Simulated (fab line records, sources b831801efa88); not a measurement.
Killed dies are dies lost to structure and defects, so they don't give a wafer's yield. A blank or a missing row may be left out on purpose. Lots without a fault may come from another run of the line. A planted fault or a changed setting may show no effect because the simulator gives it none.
Which tool did it? | flow gf180mcu | 7 lots, 21 wafers sampled, at 1 step of a route of 602

WHAT THE GAUGES READ, wafer by wafer
GF_HV_LDD_CD_MEAS_07: target cd 400 nm.
lot  | measured     | on        | cd_nm (nm)
L489 | day 10 11:52 | cd_sem-02 | 397.3 396.6 397.0
L491 | day 10 22:34 | cd_sem-02 | 402.7 399.8 401.4
L496 | day 12 14:01 | cd_sem-02 | 402.6 400.8 400.6
L498 | day 13 01:52 | cd_sem-02 | 400.0 399.3 398.3
L506 | day 15 16:07 | cd_sem-01 | 402.6 403.6 400.5
L509 | day 16 11:20 | cd_sem-01 | 398.3 398.4 397.6
L511 | day 17 02:16 | cd_sem-02 | 399.2 398.7 398.9

WHICH TOOL RAN EACH LOT (tool, then ch and the chambers of the sampled wafers, then the start)
The record holds no process step before these readings.

THE ANSWER, worked out from the rows above alone
Rule: what is usual is taken from the lots themselves. Put in order of their means at a reading, lots are off if they are a third of the lots or fewer, leave a main group of 4 or more, and stand apart from it by a gap of 3 or more times the standard deviation of the main group's means; of several such gaps the widest counts. A main group whose means are all the same, to the digits that the tables above print for the reading, isn't used. A lot without any number at a reading at which 4 lots or more have one is off too. The other lots that the step has rows for count as sound.
No lot is off at any reading shown: from this, nothing can be told.

WHAT THE SIMULATOR HAD PUT IN
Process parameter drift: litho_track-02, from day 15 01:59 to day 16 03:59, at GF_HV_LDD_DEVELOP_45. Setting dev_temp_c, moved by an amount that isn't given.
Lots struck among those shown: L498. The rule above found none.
